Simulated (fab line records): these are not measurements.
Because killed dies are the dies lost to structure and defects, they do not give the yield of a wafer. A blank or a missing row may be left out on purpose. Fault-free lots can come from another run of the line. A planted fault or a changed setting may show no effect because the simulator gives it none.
Which tool was responsible? / flow gf180mcu / Sampling: 14 lots, 42 wafers, 4 of 602 route steps

## WHAT THE GAUGES SHOWED, per wafer
GF_M5_OVL_MEAS_08.
lot=L336; measured=day 26 17:56; on=overlay-02; M5_OVL (nm)=-2 2 -9
lot=L338; measured=day 27 07:17; on=overlay-01; M5_OVL (nm)=-7 -5 -4
lot=L339; measured=day 27 15:29; on=overlay-02; M5_OVL (nm)=-4 -2 -1
lot=L340; measured=day 27 16:56; on=overlay-01; M5_OVL (nm)=11 5 6
lot=L341; measured=day 27 20:50; on=overlay-01; M5_OVL (nm)=7 6 -2
lot=L342; measured=day 28 05:36; on=overlay-02; M5_OVL (nm)=-1 0 -3
lot=L343; measured=day 28 18:53; on=overlay-01; M5_OVL (nm)=-3 0 3
lot=L344; measured=day 28 21:19; on=overlay-01; M5_OVL (nm)=3 3 -4
lot=L351; measured=day 30 21:38; on=overlay-02; M5_OVL (nm)=-2 1 4
lot=L352; measured=day 31 03:38; on=overlay-02; M5_OVL (nm)=-12 -2 -7
lot=L353; measured=day 31 10:13; on=overlay-01; M5_OVL (nm)=-3 -13 2
lot=L354; measured=day 31 14:32; on=overlay-01; M5_OVL (nm)=-4 -2 -8
lot=L355; measured=day 31 22:50; on=overlay-01; M5_OVL (nm)=-10 1 -6
lot=L357; measured=day 32 07:29; on=overlay-01; M5_OVL (nm)=-7 -6 -12

GF_V5_RS_MEAS_24: the measuring method here is four-point-probe.
lot=L336; measured=day 27 16:02; on=film metro-04; V5_W_RS (ohm/sq)=0.328 0.326 0.335
lot=L338; measured=day 28 05:50; on=film metro-04; V5_W_RS (ohm/sq)=0.325 0.332 0.329
lot=L339; measured=day 28 13:51; on=film metro-03; V5_W_RS (ohm/sq)=0.325 0.323 0.326
lot=L340; measured=day 28 15:08; on=film metro-03; V5_W_RS (ohm/sq)=0.329 0.327 0.331
lot=L341; measured=day 28 18:26; on=film metro-01; V5_W_RS (ohm/sq)=0.323 0.329 0.320
lot=L342; measured=day 29 03:59; on=film metro-04; V5_W_RS (ohm/sq)=0.318 0.319 0.326
lot=L343; measured=day 29 15:55; on=film metro-01; V5_W_RS (ohm/sq)=0.322 0.325 0.328
lot=L344; measured=day 29 18:47; on=film metro-03; V5_W_RS (ohm/sq)=0.326 0.326 0.331
lot=L351; measured=day 31 16:47; on=film metro-03; V5_W_RS (ohm/sq)=0.328 0.326 0.330
lot=L352; measured=day 31 23:26; on=film metro-01; V5_W_RS (ohm/sq)=0.332 0.325 0.328
lot=L353; measured=day 32 05:22; on=film metro-04; V5_W_RS (ohm/sq)=0.325 0.325 0.325
lot=L354; measured=day 32 09:41; on=film metro-04; V5_W_RS (ohm/sq)=0.327 0.320 0.328
lot=L355; measured=day 32 18:22; on=film metro-04; V5_W_RS (ohm/sq)=0.321 0.331 0.327
lot=L357; measured=day 33 02:57; on=film metro-03; V5_W_RS (ohm/sq)=0.329 0.323 0.324

## WHAT TOOL EACH LOT RAN ON (gives the tool, then ch and the chambers of the sampled wafers, and finally the start)
lot=L336; GF_SALICIDE_SPUTTER_02=pvd sputter-04, day 15 15:59; GF_V5_SPUTTER_22=pvd sputter-02, day 27 15:51
lot=L338; GF_SALICIDE_SPUTTER_02=pvd sputter-03, day 16 05:33; GF_V5_SPUTTER_22=pvd sputter-02, day 28 05:40
lot=L339; GF_SALICIDE_SPUTTER_02=pvd sputter-03, day 16 16:49; GF_V5_SPUTTER_22=pvd sputter-03, day 28 13:41
lot=L340; GF_SALICIDE_SPUTTER_02=pvd sputter-01, day 16 17:16; GF_V5_SPUTTER_22=pvd sputter-03, day 28 14:59
lot=L341; GF_SALICIDE_SPUTTER_02=pvd sputter-03, day 16 22:01; GF_V5_SPUTTER_22=pvd sputter-01, day 28 18:17
lot=L342; GF_SALICIDE_SPUTTER_02=pvd sputter-03, day 17 10:52; GF_V5_SPUTTER_22=pvd sputter-03, day 29 03:48
lot=L343; GF_SALICIDE_SPUTTER_02=pvd sputter-01, day 18 00:32; GF_V5_SPUTTER_22=pvd sputter-03, day 29 15:46
lot=L344; GF_SALICIDE_SPUTTER_02=pvd sputter-01, day 18 02:02; GF_V5_SPUTTER_22=pvd sputter-03, day 29 18:35
lot=L351; GF_SALICIDE_SPUTTER_02=pvd sputter-01, day 20 15:49; GF_V5_SPUTTER_22=pvd sputter-01, day 31 16:38
lot=L352; GF_SALICIDE_SPUTTER_02=pvd sputter-03, day 20 23:28; GF_V5_SPUTTER_22=pvd sputter-01, day 31 23:17
lot=L353; GF_SALICIDE_SPUTTER_02=pvd sputter-01, day 21 10:26; GF_V5_SPUTTER_22=pvd sputter-01, day 32 05:09
lot=L354; GF_SALICIDE_SPUTTER_02=pvd sputter-03, day 21 14:48; GF_V5_SPUTTER_22=pvd sputter-03, day 32 09:32
lot=L355; GF_SALICIDE_SPUTTER_02=pvd sputter-03, day 22 04:16; GF_V5_SPUTTER_22=pvd sputter-02, day 32 18:12
lot=L357; GF_SALICIDE_SPUTTER_02=pvd sputter-04, day 22 12:02; GF_V5_SPUTTER_22=pvd sputter-01, day 33 02:48
- GF_SALICIDE_SPUTTER_02: material Co, target thk 10 nm, time 20 s.
- GF_V5_SPUTTER_22: material TiN, target thk 10 nm, time 40 s.

## AS READ BY THE TOOLS THEMSELVES (means over the sampled wafers that have a number; for cases with no such wafer, the mark the record gives instead)
GF_SALICIDE_SPUTTER_02.
lot=L336; tool=pvd sputter-04; throttle valve pct (%)=28.8
lot=L338; tool=pvd sputter-03; throttle valve pct (%)=30.0
lot=L339; tool=pvd sputter-03; throttle valve pct (%)=29.5
lot=L340; tool=pvd sputter-01; throttle valve pct (%)=30.1
lot=L341; tool=pvd sputter-03; throttle valve pct (%)=30.0
lot=L342; tool=pvd sputter-03; throttle valve pct (%)=29.4
lot=L343; tool=pvd sputter-01; throttle valve pct (%)=30.5
lot=L344; tool=pvd sputter-01; throttle valve pct (%)=30.1
lot=L351; tool=pvd sputter-01; throttle valve pct (%)=30.7
lot=L352; tool=pvd sputter-03; throttle valve pct (%)=30.0
lot=L353; tool=pvd sputter-01; throttle valve pct (%)=30.5
lot=L354; tool=pvd sputter-03; throttle valve pct (%)=29.5
lot=L355; tool=pvd sputter-03; throttle valve pct (%)=30.3
lot=L357; tool=pvd sputter-04; throttle valve pct (%)=28.9

GF_V5_SPUTTER_22.
lot=L336; tool=pvd sputter-02; throttle valve pct (%)=31.0
lot=L338; tool=pvd sputter-02; throttle valve pct (%)=31.0
lot=L339; tool=pvd sputter-03; throttle valve pct (%)=29.4
lot=L340; tool=pvd sputter-03; throttle valve pct (%)=29.4
lot=L341; tool=pvd sputter-01; throttle valve pct (%)=30.2
lot=L342; tool=pvd sputter-03; throttle valve pct (%)=29.4
lot=L343; tool=pvd sputter-03; throttle valve pct (%)=29.5
lot=L344; tool=pvd sputter-03; throttle valve pct (%)=29.5
lot=L351; tool=pvd sputter-01; throttle valve pct (%)=29.9
lot=L352; tool=pvd sputter-01; throttle valve pct (%)=30.5
lot=L353; tool=pvd sputter-01; throttle valve pct (%)=30.3
lot=L354; tool=pvd sputter-03; throttle valve pct (%)=30.1
lot=L355; tool=pvd sputter-02; throttle valve pct (%)=30.1
lot=L357; tool=pvd sputter-01; throttle valve pct (%)=30.3

## THE ANSWER, worked out from the rows above alone
Rule: usual is defined by the lots themselves. The widest of any qualifying gaps counts: lots, ordered by their means at a reading, are off when they make up no more than a third of the lots, leave a main group of 4 or more, and stand apart from it by 3 or more times the standard deviation of that group's means. If all means in a main group match to the digits the tables above print for the reading, that group is not used. Also off: a lot with no number at a reading for which 4 or more lots have one. The other lots that the step has rows for count as sound. The gauges are gone through in route order, then the tools' own readings, and for those a lot's mean is taken as printed above. The first step at which some lot is off is used, and at that step the reading that is off furthest; a lot without a number counts as furthest.
Across all readings shown, no lot is off: no conclusion can be drawn from this.

## WHAT THE SIMULATOR HAD PUT IN
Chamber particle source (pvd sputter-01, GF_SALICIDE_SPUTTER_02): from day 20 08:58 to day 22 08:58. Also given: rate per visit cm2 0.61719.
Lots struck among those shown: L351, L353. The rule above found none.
